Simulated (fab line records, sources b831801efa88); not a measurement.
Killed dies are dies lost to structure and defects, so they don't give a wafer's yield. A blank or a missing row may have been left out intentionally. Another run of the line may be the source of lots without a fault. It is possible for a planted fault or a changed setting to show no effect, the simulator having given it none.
fab line records	flow sfq-line
record lots=6	wafers=18	last-day=91
route steps=325 shown INCOMING@1 L0@3 L0V@16 M0@28 M8@325
lots that met no fault: from a run of the same line without faults
start-h: hours from the record's first day to the start of the lot's first wafer shown	wait-h: hours elapsed since this lot's preceding step	" unchanged from the row above	L1.1+2: a single row standing in for several wafers	- value missing, or start not given	* or withheld: withheld	< > ~ a bound
route shown NAME@n: NAME is a module with steps in the file, n the number in the route of the first one	usual: the fault-free wafers' mean and standard deviation	same: alike in all rows	chamber/n: place in a boat	sites: each site's reading	_std_site: the standard deviation of these	_edge_site: outer sites' mean less inner sites'	radius-mm: how far each site lies from the wafer's centre	mask NAME#n: copy n	behind: the last tool/chamber to shape the wafer	hold: cause of the lot's hold/its duration in hours/its outcome	device: names the non-switching transistor (n, p or np)	end of line: the route-end tests of the same wafers	a step without rows: its recipe alone	killed: not the wafer's yield, but the dies lost to structure and defects at the first sort	map: the dies of a wafer, with x for killed, . for not killed, _ for no die there
set.NAME: the setting the step ran with; set.NAME@STEP: the setting that earlier step ran with	model.NAME: the simulator's own value behind a step, which no gauge read
lots seen at some steps along the route; tables by step, rows by wafer
services: the hour from which a tool's chamber was out of use, counted from the record's first day as start-h (under 0 if before that day), plus the number of hours and why
## steps
# step SFQ_INCOMING_BOW_MEAS_900
# recipe mode=bow
# usual INCOMING_BOW=0/6.3
lot.wafer	tool	chamber	start-h	wait-h	INCOMING_BOW[um]
L824.2	film-metro-04	-	25.02	-	-2
L824.3	"	-	"	"	2
L824.6	"	-	"	"	-8
L830.2	film-metro-01	-	55.02	-	2
L830.4	"	-	"	"	3
L830.6	"	-	"	"	5
L840.1	film-metro-04	-	105.00	-	11
L840.2	"	-	"	"	7
L840.4	"	-	"	"	-4
L841.1	film-metro-04	-	110.00	-	4
L841.3	"	-	"	"	-3
L841.4	"	-	"	"	-2
L842.3	film-metro-04	-	115.04	-	4
L842.4	"	-	"	"	1
L842.6	"	-	"	"	1
L843.1	film-metro-02	-	120.00	-	-4
L843.4	"	-	"	"	1
L843.6	"	-	"	"	-10
# step SFQ_TRILAYER_INCOMING_OXIDATION_002
# recipe temp-c=1000	ambient=H2O	target-thk-a=5000	p-h2o-torr=720	ox-time-s=4939
# step SFQ_TRILAYER_L0_DEP_SPUTTER_003
# recipe material=MoNx_KI	base-pressure-pa=1.33e-06	target-thk-nm=40	power-w=800	time-s=100	chamber-pressure-pa=0.4
# usual cathode-dc-power-W=799.99/0.14	throttle-valve-pct=30.0/1.2
lot.wafer	tool	chamber	start-h	wait-h	cathode-dc-power-W	throttle-valve-pct	model.MoNx_KI_of_TRILAYER_L0_DEP_SPUTTER_003.thk-nm
L824.2	pvd-sputter-03	-	27.49	0.0	799.94	28.8	41.2
L824.3	"	-	"	"	800.01	28.2	41.18
L824.6	"	-	"	"	800.12	31.1	40.8
L830.2	pvd-sputter-04	-	57.49	0.0	800.18	29.9	39.54
L830.4	"	-	"	"	800.01	31.3	39.13
L830.6	"	-	"	"	800.00	29.8	39.6
L840.1	pvd-sputter-04	-	107.49	0.0	799.90	29.9	39.98
L840.2	"	-	"	"	800.23	29.6	40.32
L840.4	"	-	"	"	799.97	31.3	39.19
L841.1	pvd-sputter-03	-	112.49	0.0	799.71	31.0	40.25
L841.3	"	-	"	"	799.98	28.3	41.23
L841.4	"	-	"	"	973.86	28.5	49.47
L842.3	pvd-sputter-03	-	117.49	0.0	973.79	28.7	49.11
L842.4	"	-	"	"	800.11	30.7	40.02
L842.6	"	-	"	"	973.85	28.6	49.32
L843.1	pvd-sputter-05	-	122.49	0.0	799.85	32.2	39.59
L843.4	"	-	"	"	800.10	31.2	39.7
L843.6	"	-	"	"	799.79	30.2	39.44
# step SFQ_L0_RS_MEAS_901
# recipe thk-meas-gauge=four-point-probe	reads=MoNx_KI_of_TRILAYER_L0_DEP_SPUTTER_003
# usual L0_MONX_KI_RS=43.4/0.58
lot.wafer	tool	chamber	start-h	wait-h	L0_MONX_KI_RS[ohm/sq]
L824.2	film-metro-03	-	27.58	0.1	42.2
L824.3	"	-	"	"	42.2
L824.6	"	-	"	"	42.6
L830.2	film-metro-03	-	57.58	0.1	44.0
L830.4	"	-	"	"	44.5
L830.6	"	-	"	"	43.9
L840.1	film-metro-04	-	107.92	0.4	43.5
L840.2	"	-	"	"	43.3
L840.4	"	-	"	"	44.5
L841.1	film-metro-04	-	112.56	0.0	43.3
L841.3	"	-	"	"	42.1
L841.4	"	-	"	"	35.2
L842.3	film-metro-03	-	117.60	0.1	35.4
L842.4	"	-	"	"	43.5
L842.6	"	-	"	"	35.3
L843.1	film-metro-03	-	122.56	0.0	43.9
L843.4	"	-	"	"	43.8
L843.6	"	-	"	"	44.2
# step SFQ_L0_THK_MEAS_902
# recipe thk-meas-gauge=xrf	reads=MoNx_KI_of_TRILAYER_L0_DEP_SPUTTER_003
# usual L0_MONX_KI_THK=40.6/0.55
lot.wafer	tool	chamber	start-h	wait-h	L0_MONX_KI_THK[nm]
L824.2	film-metro-03	-	27.69	0.1	41.4
L824.3	"	-	"	"	41.3
L824.6	"	-	"	"	40.8
L830.2	film-metro-03	-	57.69	0.1	39.7
L830.4	"	-	"	"	39.2
L830.6	"	-	"	"	39.7
L840.1	film-metro-04	-	108.04	0.1	40.4
L840.2	"	-	"	"	40.7
L840.4	"	-	"	"	39.5
L841.1	film-metro-04	-	112.68	0.1	40.7
L841.3	"	-	"	"	41.6
L841.4	"	-	"	"	50.0
L842.3	film-metro-03	-	117.70	0.1	49.4
L842.4	"	-	"	"	40.0
L842.6	"	-	"	"	49.7
L843.1	film-metro-03	-	122.68	0.1	40.0
L843.4	"	-	"	"	40.4
L843.6	"	-	"	"	39.9
# step SFQ_TRILAYER_L0_LITHO_COAT_010
# recipe resist=BARC	spin-rpm=3000	resist-thk-nm=62
# step SFQ_TRILAYER_L0_LITHO_COAT_005
# recipe resist=KrF	spin-rpm=3000	resist-thk-nm=595
# step SFQ_TRILAYER_L0_LITHO_SOFTBAKE_009
# recipe temp-c=withheld	time-s=withheld	resist=KrF
# step SFQ_TRILAYER_L0_LITHO_EXPOSE_006
# recipe mask-id=L0	na=0.6	source-shape=conventional	sigma-outer=0.65	target-cd-nm=2000	dose-mj=14.4
# step SFQ_TRILAYER_L0_LITHO_PEB_008
# recipe peb-temp-c=115	peb-time-s=60	resist=KrF
# step SFQ_TRILAYER_L0_LITHO_DEVELOP_007
# recipe time-s=60	resist=KrF
# step SFQ_TRILAYER_L0_BARC_OPEN_METAL_ETCH_010
# recipe mask-material=PR	chemistry=O2	target-depth-nm=125	target=BARC	icp-w=600	bias-w=80	pressure-mtorr=10	time-s=41.7
# usual drypump-motor-current-A=5.3/0.49	oes-product-au=0.685/0.0047
lot.wafer	tool	chamber	start-h	wait-h	drypump-motor-current-A	oes-product-au	rf-hours-counter-h
L824.2	rie-metal-03	0	40.48	0.1	5.0	0.676	63
L824.3	"	1	"	"	6.2	0.688	-
L824.6	"	1	"	"	6.2	0.679	-
L830.2	rie-metal-04	1	76.70	0.1	4.9	0.690	14
L830.4	"	1	"	"	5.0	0.679	-
L830.6	"	0	"	"	5.4	0.687	-
L840.1	rie-metal-02	1	172.70	0.1	4.8	0.703	77
L840.2	"	0	"	"	5.7	0.688	176
L840.4	"	1	"	"	4.8	0.688	-
L841.1	rie-metal-03	0	182.43	0.1	5.0	0.681	92
L841.3	"	1	"	"	6.2	0.691	-
L841.4	"	0	"	"	5.0	0.677	-
L842.3	rie-metal-03	0	192.05	0.1	5.0	0.682	-
L842.4	"	1	"	"	6.2	0.685	-
L842.6	"	1	"	"	6.2	0.683	-
L843.1	rie-metal-04	1	201.63	0.1	5.0	0.688	32
L843.4	"	1	"	"	4.9	0.685	-
L843.6	"	1	"	"	4.9	0.687	-
# step SFQ_TRILAYER_L0_ETCH_METAL_ETCH_008
# recipe target=MoNx_KI	stop-on=SiO2	mask-material=PR	chemistry=SF6/O2	target-depth-nm=50	icp-w=600	bias-w=80	pressure-mtorr=10	time-s=25
# usual drypump-motor-current-A=5.3/0.49	oes-product-au=0.875/0.0078
lot.wafer	tool	chamber	start-h	wait-h	drypump-motor-current-A	oes-product-au	rf-hours-counter-h
L824.2	rie-metal-03	0	40.54	0.0	5.0	0.886	63
L824.3	"	1	"	"	6.3	0.891	-
L824.6	"	1	"	"	6.3	0.888	-
L830.2	rie-metal-04	1	76.76	0.0	4.9	0.864	14
L830.4	"	1	"	"	4.9	0.864	-
L830.6	"	0	"	"	5.4	0.871	-
L840.1	rie-metal-02	1	172.76	0.0	4.8	0.880	77
L840.2	"	0	"	"	5.7	0.882	176
L840.4	"	1	"	"	4.8	0.856	-
L841.1	rie-metal-03	0	182.49	0.0	5.0	0.878	92
L841.3	"	1	"	"	6.2	0.889	-
L841.4	"	0	"	"	5.0	0.990	-
L842.3	rie-metal-03	0	192.10	0.0	5.0	0.988	-
L842.4	"	1	"	"	6.2	0.874	-
L842.6	"	1	"	"	6.2	0.982	-
L843.1	rie-metal-04	1	201.69	0.0	4.9	0.861	32
L843.4	"	1	"	"	4.9	0.866	-
L843.6	"	1	"	"	4.9	0.867	-
# step SFQ_TRILAYER_L0_STRIP_STRIP_009
# recipe gas=O2	power-w=200	platen-temp-c=40	overash-fraction=0.65	chemistry=O2	pressure-mtorr=50
# step SFQ_TRILAYER_L0_STRIP_SOLV_CLEAN_010
# recipe chemistry=NMP	temp-c=70	time-s=600
# step SFQ_TRILAYER_L0_CAP_PECVD_011
# recipe material=SiO2	temp-c=150	time-s=13.333	pressure-torr=2.4	rf-w=183.3	precursor=SiH4/N2O	target-thk-nm=60
# usual chamber-pressure-Torr=2.401/0.0047	heater-power-w=84/21	throttle-valve-pct=25.4/1.9
lot.wafer	tool	chamber	start-h	wait-h	chamber-pressure-Torr	heater-power-w	since-wet-clean-h	throttle-valve-pct
L824.2	pecvd-03	0	41.36	0.0	2.396	112	203	24.0
L824.3	"	2	"	"	2.396	107	203	23.7
L824.6	"	1	"	"	2.398	83	-	24.0
L830.2	pecvd-01	0	77.58	0.0	2.404	103	1361	29.1
L830.4	"	2	"	"	2.400	63	-	24.7
L830.6	"	1	"	"	2.403	42	-	28.3
L840.1	pecvd-01	0	173.58	0.0	2.401	97	1457	28.9
L840.2	"	2	"	"	2.409	63	1457	24.8
L840.4	"	1	"	"	2.393	48	-	28.5
L841.1	pecvd-03	1	183.31	0.0	2.394	75	345	24.4
L841.3	"	0	"	"	2.405	100	345	24.2
L841.4	"	1	"	"	2.389	77	-	24.3
L842.3	pecvd-03	2	192.91	0.0	2.401	101	354	23.9
L842.4	"	2	"	"	2.394	101	-	24.1
L842.6	"	1	"	"	2.414	78	-	24.6
L843.1	pecvd-04	0	202.51	0.0	2.400	90	1117	24.5
L843.4	"	1	"	"	2.407	106	-	25.0
L843.6	"	0	"	"	2.393	91	-	24.5
# step SFQ_TRILAYER_L0_VIA_LITHO_COAT_018
# recipe resist=BARC	spin-rpm=3000	resist-thk-nm=62
# step SFQ_TRILAYER_L0_VIA_LITHO_COAT_013
# recipe resist=KrF	spin-rpm=3000	resist-thk-nm=639.5
# step SFQ_TRILAYER_L0_VIA_LITHO_SOFTBAKE_017
# recipe temp-c=withheld	time-s=withheld	resist=KrF
# step SFQ_TRILAYER_L0_VIA_LITHO_EXPOSE_014
# recipe mask-id=L0V	na=0.6	source-shape=conventional	sigma-outer=0.65	target-cd-nm=700	dose-mj=21.3
# step SFQ_TRILAYER_L0_VIA_LITHO_PEB_016
# recipe peb-temp-c=115	peb-time-s=60	resist=KrF
# step SFQ_TRILAYER_L0_VIA_LITHO_DEVELOP_015
# recipe time-s=60	resist=KrF
# step SFQ_L0V_OVL_MEAS_903
# usual L0V_OVL=1/5
lot.wafer	tool	chamber	start-h	wait-h	L0V_OVL[nm]
L824.2	overlay-02	-	109.11	0.1	-1
L824.3	"	-	"	"	0
L824.6	"	-	"	"	1
L830.2	overlay-01	-	130.91	0.1	-1
L830.4	"	-	"	"	4
L830.6	"	-	"	"	5
L840.1	overlay-01	-	279.58	0.1	5
L840.2	"	-	"	"	2
L840.4	"	-	"	"	2
L841.1	overlay-01	-	289.31	0.1	-5
L841.3	"	-	"	"	-7
L841.4	"	-	"	"	-2
L842.3	overlay-02	-	302.10	0.1	-8
L842.4	"	-	"	"	-4
L842.6	"	-	"	"	-1
L843.1	overlay-02	-	309.29	0.1	3
L843.4	"	-	"	"	1
L843.6	"	-	"	"	0
# step SFQ_TRILAYER_L0_VIA_BARC_OPEN_VIA_ETCH_021
# recipe mask-material=PR	chemistry=O2	target-depth-nm=125	target=BARC	source-w=500	bias-w=80	pressure-mtorr=30	time-s=41.7
# usual drypump-motor-current-A=5.8/0.43	oes-product-au=0.684/0.0048
lot.wafer	tool	chamber	start-h	wait-h	drypump-motor-current-A	oes-product-au	rf-hours-counter-h
L824.2	rie-diel-04	0	109.14	0.0	6.0	0.688	123
L824.3	"	3	"	"	5.3	0.690	140
L824.6	"	2	"	"	6.0	0.688	-
L830.2	rie-diel-02	1	130.94	0.0	5.7	0.684	13
L830.4	"	2	"	"	6.5	0.693	116
L830.6	"	0	"	"	5.0	0.682	-
L840.1	rie-diel-04	2	279.62	0.0	6.0	0.676	103
L840.2	"	1	"	"	5.9	0.681	13
L840.4	"	3	"	"	5.3	0.687	0
L841.1	rie-diel-02	1	289.35	0.0	5.7	0.682	15
L841.3	"	3	"	"	6.0	0.685	133
L841.4	"	0	"	"	5.1	0.684	6
L842.3	rie-diel-04	1	302.13	0.0	6.0	0.688	14
L842.4	"	3	"	"	5.3	0.686	0
L842.6	"	1	"	"	6.0	0.683	-
L843.1	rie-diel-04	1	309.33	0.0	5.9	0.694	14
L843.4	"	3	"	"	5.3	0.689	0
L843.6	"	2	"	"	6.0	0.682	-
# step SFQ_TRILAYER_L0_VIA_ETCH_VIA_ETCH_016
# recipe target=SiO2	stop-on=MoNx_KI	mask-material=PR	chemistry=CHF3	target-depth-nm=80	source-w=500	bias-w=80	pressure-mtorr=30	time-s=withheld
# usual drypump-motor-current-A=5.8/0.43	oes-product-au=0.842/0.0077
lot.wafer	tool	chamber	start-h	wait-h	drypump-motor-current-A	oes-product-au
L824.2	rie-diel-04	0	109.18	0.0	6.0	0.829
L824.3	"	3	"	"	5.4	0.835
L824.6	"	2	"	"	6.0	0.832
L830.2	rie-diel-02	1	130.98	0.0	5.7	0.829
L830.4	"	2	"	"	6.5	0.837
L830.6	"	0	"	"	5.1	0.846
L840.1	rie-diel-04	2	279.66	0.0	6.0	0.835
L840.2	"	1	"	"	6.0	0.845
L840.4	"	3	"	"	5.4	0.854
L841.1	rie-diel-02	1	289.39	0.0	5.7	0.839
L841.3	"	3	"	"	6.0	0.833
L841.4	"	0	"	"	5.0	0.845
L842.3	rie-diel-04	1	302.17	0.0	5.9	0.849
L842.4	"	3	"	"	5.3	0.846
L842.6	"	1	"	"	6.0	0.845
L843.1	rie-diel-04	1	309.37	0.0	6.0	0.843
L843.4	"	3	"	"	5.4	0.836
L843.6	"	2	"	"	6.0	0.840
# step SFQ_TRILAYER_L0_VIA_STRIP_STRIP_017
# recipe gas=O2	power-w=200	platen-temp-c=40	overash-fraction=0.65	chemistry=O2	pressure-mtorr=50
# usual drypump-motor-current-A=5.5/0.46	oes-product-au=0.998/0.008
lot.wafer	tool	chamber	start-h	wait-h	drypump-motor-current-A	oes-product-au	rf-hours-counter-h
L824.2	rie-metal-04	0	109.22	-	5.4	0.985	159
L824.3	"	1	"	"	5.0	0.985	-
L824.6	"	0	"	"	5.4	0.985	-
L830.2	rie-metal-03	0	131.23	-	5.0	1.000	-
L830.4	"	0	"	"	5.0	1.007	-
L830.6	"	0	"	"	4.9	1.002	-
L840.1	rie-metal-01	0	279.70	-	6.0	1.010	28
L840.2	"	1	"	"	5.8	0.995	171
L840.4	"	1	"	"	5.8	0.990	-
L841.1	rie-metal-04	0	289.43	-	5.4	0.996	182
L841.3	"	1	"	"	5.0	0.989	-
L841.4	"	0	"	"	5.4	0.992	-
L842.3	rie-metal-01	0	302.41	-	6.0	1.012	-
L842.4	"	1	"	"	5.8	1.003	-
L842.6	"	1	"	"	5.8	1.005	-
L843.1	rie-metal-01	0	309.41	-	6.0	1.002	32
L843.4	"	0	"	"	6.0	1.007	-
L843.6	"	1	"	"	5.8	1.007	-
# step SFQ_TRILAYER_L0_VIA_STRIP_SOLV_CLEAN_018
# recipe chemistry=NMP	temp-c=70	time-s=600
# step SFQ_TRILAYER_M0_DEP_PRE_CLEAN_020
# recipe gas=Ar	time-s=15	bias-v=250
# step SFQ_TRILAYER_M0_DEP_SPUTTER_019
# recipe material=Nb	base-pressure-pa=1.33e-06	chamber-pressure-pa=0.1333	substrate-temp-c=20	resputter-cathode-voltage-v=400	target-thk-nm=200	power-w=2000	time-s=133.3
# step SFQ_M0_RS_MEAS_904
# recipe thk-meas-gauge=four-point-probe	reads=Nb_of_TRILAYER_M0_DEP_SPUTTER_019
# usual M0_NB_RS=0.889/0.011
lot.wafer	tool	chamber	start-h	wait-h	M0_NB_RS[ohm/sq]
L824.2	film-metro-02	-	110.13	0.1	0.895
L824.3	"	-	"	"	0.899
L824.6	"	-	"	"	0.898
L830.2	film-metro-01	-	132.54	0.1	0.880
L830.4	"	-	"	"	0.885
L830.6	"	-	"	"	0.883
L840.1	film-metro-03	-	280.61	0.0	0.905
L840.2	"	-	"	"	0.892
L840.4	"	-	"	"	0.908
L841.1	film-metro-02	-	290.56	0.1	0.893
L841.3	"	-	"	"	0.894
L841.4	"	-	"	"	0.897
L842.3	film-metro-03	-	303.16	0.1	0.883
L842.4	"	-	"	"	0.895
L842.6	"	-	"	"	0.883
L843.1	film-metro-01	-	310.32	0.0	0.882
L843.4	"	-	"	"	0.899
L843.6	"	-	"	"	0.886
# step SFQ_TRILAYER_M0_LITHO_COAT_026
# recipe resist=BARC	spin-rpm=3000	resist-thk-nm=62
# step SFQ_M8_BOW_MEAS_951
# recipe mode=bow
# usual M8_BOW=8/12
lot.wafer	tool	chamber	start-h	wait-h	M8_BOW[um]	model.etest.l0.ohm-sq	model.etest.l0v.link-ohm	model.etest.l0.ohm-um
L824.2	film-metro-03	-	1927.01	0.0	18	42.28	43.2	21.17
L824.3	"	-	"	"	21	42.3	43.22	21.17
L824.6	"	-	"	"	12	42.69	43.62	21.37
L830.2	film-metro-03	-	1984.60	0.0	11	44.05	44.96	22.04
L830.4	"	-	"	"	12	44.51	45.42	22.26
L830.6	"	-	"	"	15	43.98	44.89	21.98
L840.1	film-metro-02	-	2172.92	0.0	12	43.57	44.5	21.81
L840.2	"	-	"	"	7	43.2	44.12	21.64
L840.4	"	-	"	"	-2	44.44	45.38	22.27
L841.1	film-metro-04	-	2175.32	0.0	9	43.27	44.19	21.63
L841.3	"	-	"	"	0	42.25	43.17	21.12
L841.4	"	-	"	"	1	35.21	36.14	17.6
L842.3	film-metro-04	-	2177.94	0.0	15	35.46	36.37	17.73
L842.4	"	-	"	"	13	43.52	44.44	21.76
L842.6	"	-	"	"	12	35.32	36.23	17.66
L843.1	film-metro-03	-	2182.70	0.0	-11	43.99	44.9	22.01
L843.4	"	-	"	"	-7	43.88	44.8	21.95
L843.6	"	-	"	"	-17	44.16	45.07	22.08
## services
tool	chamber	start-h	hours	kind
rie-diel-04	1	4.83	4.4	repair
rie-diel-02	-	7.78	0.3	repair
rie-metal-01	0	8.69	1.1	repair
pecvd-03	-	36.18	0.5	repair
rie-diel-02	2	69.50	6.6	repair
pvd-sputter-03	-	72.13	6.0	repair
rie-metal-03	1	82.82	49.6	repair
pvd-sputter-03	-	84.33	1.3	repair
rie-metal-02	-	93.27	1.0	repair
rie-metal-04	0	112.50	2.6	repair
rie-diel-04	2	117.15	8.0	repair
pvd-sputter-03	-	135.28	4.5	repair
rie-metal-01	0	165.74	2.9	repair
pvd-sputter-03	-	179.83	1.0	repair
pecvd-03	2	196.31	3.8	repair
rie-metal-03	1	221.69	64.5	repair
rie-diel-02	-	231.60	2.8	pm
rie-diel-04	-	253.77	15.6	pm
rie-diel-04	0	272.70	1.8	repair
pvd-sputter-03	-	275.94	11.6	repair
rie-metal-01	-	276.58	1.4	pm
rie-diel-04	-	298.05	0.3	repair
rie-metal-04	0	305.99	1.0	repair
pecvd-03	0	309.01	27.1	repair
## key
first-sign step=SFQ_TRILAYER_L0_DEP_SPUTTER_003	reading=cathode-dc-power-W	direction=up	sigmas=99+	usual=799.99	struck=973.84
effect step=SFQ_L0_RS_MEAS_901	reading=L0_MONX_KI_RS	direction=down	sigmas=14	usual=43.4	struck=35.3
effect step=SFQ_L0_THK_MEAS_902	reading=L0_MONX_KI_THK	direction=up	sigmas=17	usual=40.6	struck=49.7
effect step=SFQ_TRILAYER_L0_ETCH_METAL_ETCH_008	reading=oes-product-au	direction=up	sigmas=14	usual=0.875	struck=0.986
model-effect step=SFQ_TRILAYER_L0_DEP_SPUTTER_003	value=MoNx_KI_of_TRILAYER_L0_DEP_SPUTTER_003.thk-nm	without=40.61	struck=49.3
model-effect step=SFQ_M8_BOW_MEAS_951	value=etest.l0.ohm-sq	without=42.89	struck=35.33
met-at SFQ_TRILAYER_L0_DEP_SPUTTER_003
struck-wafers L841.4,L842.3,L842.6
onset-between 27.49 112.49
fault kind=process-parameter-drift	tool=pvd-sputter-03	chamber=-	onset-h=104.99	steps=SFQ_TRILAYER_L0_DEP_SPUTTER_003	channel=power-w	offset=173.81	shape=step	end-h=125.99	acts-in=these-recipes-only	stated=800	scope=struck-wafers-only
